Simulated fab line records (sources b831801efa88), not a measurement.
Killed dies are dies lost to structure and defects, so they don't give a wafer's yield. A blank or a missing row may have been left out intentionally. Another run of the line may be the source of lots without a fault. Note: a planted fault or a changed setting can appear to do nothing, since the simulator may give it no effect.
A struck lot beside a sound one :: flow gf180mcu :: 14 out of 602 route steps
Sound: the wafers L115.1, L115.2, L115.5. Struck: wafers L108.1, L108.2, L108.5. At the end, the cause is stated.
Each step with rows lists, per side, the tool, then ch with its chambers, then its first start. Under that, the readings that differ: sound wafers :: struck wafers :: difference of the means :: sigmas: that difference in standard deviations of wafers without a fault.
alike: same words and numbers on both sides, and readings whose means sit less than 2 such deviations apart. not compared: any withheld reading, any reading some wafer has no value for, any bound like >300 that may hide the same value, and any number with overlapping values for which the record gives no deviation.
Wherever a step has rows on one side only, a row that says differs or no value, or a row with sigmas, the two part there. Numbers that don't overlap but have no deviation are shown without sigmas and don't part them. A reading that every wafer of one side lacks parts them only if that side has two wafers or more.

GF_VT_IMPLANT_SOFTBAKE_03: time 61.9 s.
  sound on litho-track-02 ch 0, day 8 21:28; struck on litho-track-02 ch 0, day 7 01:19
  alike: plate-sensor-t-centre-C, plate-sensor-t-edge-C
then, 3 steps without rows for these wafers: GF_VT_IMPLANT_EXPOSE_04 (exposes mask LVPWELL LV AREA, target cd 600 nm); GF_VT_IMPLANT_PEB_05; GF_VT_IMPLANT_DEVELOP_06 (develop time 60 s).
GF_VT_IMPLANT_OVL_MEAS_07:
  struck on overlay-02, day 7 08:43; sound on overlay-02, day 9 05:07
  alike: VT_IMPLANT_OVL
next, for these wafers, 1 step has no rows: GF_VT_IMPLANT_IMPLANT_08.
GF_VT_IMPLANT_STRIP_09: strips in O2/N2.
  sound on plasma-asher-02 ch 0,1, day 9 05:18; struck on plasma-asher-04 ch 0,1, day 7 08:53
reading: strip-time-to-endpoint-s (s)
sound: 12.587 12.564 12.568
struck: 12.658 12.663 12.639
difference: +0.080
sigmas: +3
  alike: drypump-motor-current-A, heater-power-w, oes-product-au
  not compared: rf-hours-counter-h
GF_VT_IMPLANT_TW_MEAS_10:
  struck on film-metro-04, day 7 08:59; sound on film-metro-04, day 9 05:24
  alike: VT_IMPLANT_TW
then, 4 steps without rows for these wafers: GF_VT_IMPLANT_DEHYDRATE_11 (time 60 s); GF_VT_IMPLANT_HMDS_12 (prime time 60 s); GF_VT_IMPLANT_COAT_13 (resist thk 1000 nm); GF_VT_IMPLANT_SOFTBAKE_14 (time 60 s).
GF_VT_IMPLANT_EXPOSE_15: exposes mask Nwell LV AREA, target cd 860 nm.
  sound on iline-stepper-01 ch 0, day 9 14:35; struck on iline-stepper-02, day 7 16:46
  no value came back on the struck wafers for exposure-dose-mJ-cm2, focus-offset-nm (nm), na; on the sound wafers exposure-dose-mJ-cm2 reads 140.12 140.01 139.97
reading: model.VT_IMPLANT.overlay-y-nm (nm)
sound: 0.4668 0.4668 0.4668
struck: -1.466 -1.466 -1.466
difference: -1.933
sigmas: 
  alike: mask
next, for these wafers, 1 step has no rows: GF_VT_IMPLANT_PEB_16.

WHERE THEY PART
Earliest at GF_VT_IMPLANT_STRIP_09; latest, in this record, at GF_VT_IMPLANT_EXPOSE_15.

WHY: the cause the simulator had injected
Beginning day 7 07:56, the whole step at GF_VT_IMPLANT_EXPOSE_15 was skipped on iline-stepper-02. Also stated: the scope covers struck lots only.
